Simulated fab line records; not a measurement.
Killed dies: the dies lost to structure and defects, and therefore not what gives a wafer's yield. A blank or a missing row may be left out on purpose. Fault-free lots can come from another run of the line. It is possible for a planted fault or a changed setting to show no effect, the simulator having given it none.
2 desks looking at one fault + flow gf180mcu + what lay behind the numbers comes last; until then each desk has only its own

DESK OF THE TOOL OWNER: cvd-w-02
The tool's own readings at GF_CONTACT_CVD_24 (deposits W, target thk 300 nm, time 90.339 s): means of the sampled wafers that have a number, for each lot that ran on this tool. A lot is out of limits, marked OUT, if its mean lies more than 4 standard deviations from the usual mean; the brackets give that distance.
Columns: A = heater-power-outer-w at GF_CONTACT_CVD_24, usual 539 W; B = heater-power-w at GF_CONTACT_CVD_24, usual 875 W; C = susceptor-temp-C at GF_CONTACT_CVD_24, usual 399.99 C
| lot  | first seen here | A   | B   | C                |
|------|-----------------|-----|-----|------------------|
| L431 | day 17 01:39    | 542 | 868 | 400.14           |
| L432 | day 17 09:48    | 508 | 861 | 400.02           |
| L433 | day 17 14:11    | 482 | 811 | 385.32 (-77) OUT |
| L434 | day 18 05:58    | 484 | 801 | 385.12 (-78) OUT |
| L446 | day 22 09:50    | 540 | 872 | 400.04           |
| L448 | day 23 01:27    | 611 | 883 | 400.06           |
| L449 | day 23 06:07    | 548 | 892 | 399.90           |
| L453 | day 24 11:43    | 573 | 883 | 399.94           |
Finding of this desk: L433, L434 out of limits; the first was L433 at day 17 14:11, on susceptor-temp-C at GF_CONTACT_CVD_24. L431, L432, L446, L448, L449, L453 stayed within limits.

AT THE METROLOGY DESK
Lot by lot, what the gauges showed, no matter which tool ran the lot: averages of those sampled wafers that carry a number. A lot is out of limits, marked OUT, if its mean lies more than 4 standard deviations from the usual mean; the brackets give that distance.
Columns: A = CONTACT_CVD_00_THK at GF_CONTACT_THK_MEAS_01, usual 299 nm; B = CONTACT_W_RS at GF_CONTACT_RS_MEAS_25, usual 0.380 ohm/sq; C = CONTACT_W_THK at GF_CONTACT_THK_MEAS_26, usual 309 nm
| lot  | first seen here | A   | B               | C             |
|------|-----------------|-----|-----------------|---------------|
| L431 | day 16 00:47    | 298 | 0.379           | 309           |
| L432 | day 16 08:35    | 301 | 0.381           | 308           |
| L433 | day 16 13:26    | 302 | 0.543 (+35) OUT | 251 (-12) OUT |
| L434 | day 17 05:28    | 299 | 0.540 (+34) OUT | 253 (-12) OUT |
| L444 | day 20 14:14    | 301 | 0.381           | 305           |
| L446 | day 21 08:32    | 303 | 0.384           | 304           |
| L448 | day 22 00:06    | 300 | 0.383           | 306           |
| L449 | day 22 04:51    | 298 | 0.383           | 307           |
| L452 | day 23 04:18    | 297 | 0.376           | 312           |
| L453 | day 23 11:59    | 302 | 0.382           | 308           |
| L454 | day 23 22:01    | 300 | 0.386           | 309           |
This desk finds L433, L434 out of limits, with the earliest case on L433 at day 17 14:17 (CONTACT_W_RS at GF_CONTACT_RS_MEAS_25). L431, L432, L444, L446, L448, L449, L452, L453, L454 stayed within limits.

TAKEN TOGETHER
On L433, L434, at day 17 14:11, an alarm was possible from the tool owner's desk.
An alarm was possible from the metrology desk at day 17 14:17, on L433, L434.
Of the lots named, all ran GF_CONTACT_CVD_24 on cvd-w-02.

WHAT WAS PUT IN BY THE SIMULATOR
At GF_CONTACT_CVD_24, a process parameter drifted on cvd-w-02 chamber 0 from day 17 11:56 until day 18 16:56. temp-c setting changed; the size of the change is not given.
Lots struck among those shown: L433, L434.
Hours from the fault's start to each desk's first reading out of limits: the tool owner's desk, 2; the metrology desk, 2.
